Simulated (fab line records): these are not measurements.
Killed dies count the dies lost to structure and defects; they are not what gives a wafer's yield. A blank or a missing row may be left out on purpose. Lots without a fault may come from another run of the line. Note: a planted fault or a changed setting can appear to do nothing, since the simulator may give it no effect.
A single fault, viewed from 2 desks ; flow sky130 ; each desk holds nothing but its own numbers, with what lay behind them at the end

== THE TOOL OWNER'S DESK: pecvd-01 ==
The tool's own readings at SKY_CAP2M_CVD_00 (deposits SiO2, target thk 15.5 nm): means of the sampled wafers that have a number, for each lot that ran on this tool. If a lot's mean is further than 4 standard deviations from the usual mean, the lot is out of limits and carries the mark OUT (the distance appears in the brackets).
Columns: A = heaterPowerW at SKY_CAP2M_CVD_00, usual 730 W
lot;first seen here;A
L106;day 40 04:13;720
L105;day 40 06:16;720
L110;day 41 02:59;757
L111;day 41 13:53;726
L112;day 41 23:42;760
L115;day 42 18:36;754
L114;day 42 23:58;844
Finding of this desk: none of the 7 lots has anything out of limits.

== THE METROLOGY DESK ==
What the gauges read for every lot (on any tool): the sampled wafers with a number, averaged. If a lot's mean is further than 4 standard deviations from the usual mean, the lot is out of limits and carries the mark OUT (the distance appears in the brackets).
Columns: A = VIA2_BOW at SKY_VIA2_BOW_MEAS_03, usual 86 um; B = VIA3_OVL at SKY_VIA3_OVL_MEAS_13, usual -1 nm
lot;first seen here;A;B
L106;day 35 19:10;91;-6
L105;day 35 21:28;82;7
L108;day 36 03:54;87;0
L110;day 36 18:47;86;-6
L111;day 37 07:32;85;-4
L112;day 37 17:53;90;0
L113;day 38 03:37;85;5
L115;day 38 15:26;78;11
L114;day 38 21:55;93;2
L120;day 39 23:04;86;-1
L122;day 40 13:10;93;-6
L127;day 41 23:06;88;-3
L128;day 42 03:13;81;3
Finding of this desk: none of the 13 lots has anything out of limits.

== PUT TOGETHER ==
Nothing out of limits was seen by the tool owner's desk.
At the metrology desk, nothing out of limits was observed.

== WHAT THE SIMULATOR PUT IN ==
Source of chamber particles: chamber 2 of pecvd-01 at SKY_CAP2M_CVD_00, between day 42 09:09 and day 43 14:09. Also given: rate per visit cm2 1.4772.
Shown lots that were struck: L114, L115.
